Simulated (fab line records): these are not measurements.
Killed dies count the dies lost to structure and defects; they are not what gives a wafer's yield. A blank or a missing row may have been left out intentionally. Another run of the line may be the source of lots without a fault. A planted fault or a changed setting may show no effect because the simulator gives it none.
The tool behind it: which one? -- flow sky130 -- 21 wafers from 7 lots sampled at 2 of the route's 708 steps

== WHAT THE GAUGES READ, wafer by wafer ==
SKY_DNWELL_TW_MEAS_09.
lot,measured,on,DNWELL_TW
L818,day 3 20:06,film-metro-01,1123 1116 1112
L821,day 4 09:35,film-metro-03,1110 1112 1111
L823,day 4 17:17,film-metro-02,1117 1124 1117
L825,day 5 05:41,film-metro-03,1115 1119 1112
L827,day 5 15:31,film-metro-01,1119 1115 1116
L831,day 6 14:25,film-metro-01,30 30 30
L839,day 8 18:08,film-metro-01,1119 1117 1115

== WHICH TOOL RAN EACH LOT (tool, then ch and the chambers of the sampled wafers, then the start) ==
lot,SKY_DNWELL_EXPOSE_04
L818,"iline-stepper-01 ch 0, day 3 12:19"
L821,"iline-stepper-01 ch 0, day 4 01:19"
L823,"iline-stepper-01 ch 0, day 4 09:14"
L825,"iline-stepper-01 ch 0, day 4 21:05"
L827,"iline-stepper-02 ch 0, day 5 06:27"
L831,"iline-stepper-02, day 6 04:40"
L839,"iline-stepper-02 ch 0, day 8 06:58"
- SKY_DNWELL_EXPOSE_04: exposes mask DNM, target cd 3000 nm.

== THE ANSWER, worked out from the rows above alone ==
Rule: the usual values come from the lots themselves. The widest of any qualifying gaps counts: lots, ordered by their means at a reading, are off when they make up no more than a third of the lots, leave a main group of 4 or more, and stand apart from it by 3 or more times the standard deviation of that group's means. The tables above print the reading to a certain number of digits; a main group whose means all agree to those digits is not used. A lot without any number at a reading at which 4 lots or more have one is off too. The other lots that the step has rows for count as sound.
Off: L831, seen at SKY_DNWELL_TW_MEAS_09 (DNWELL_TW). The main group has a mean of 1116 with a standard deviation of 2.5.
A tool fits if, at a process step before that reading, it ran every lot that is off, and no sound lot after the first of them. The gauges at SKY_DNWELL_TW_MEAS_09 are tried like those tools. Not one of the candidates tried fits.

== WHAT WAS PUT IN BY THE SIMULATOR ==
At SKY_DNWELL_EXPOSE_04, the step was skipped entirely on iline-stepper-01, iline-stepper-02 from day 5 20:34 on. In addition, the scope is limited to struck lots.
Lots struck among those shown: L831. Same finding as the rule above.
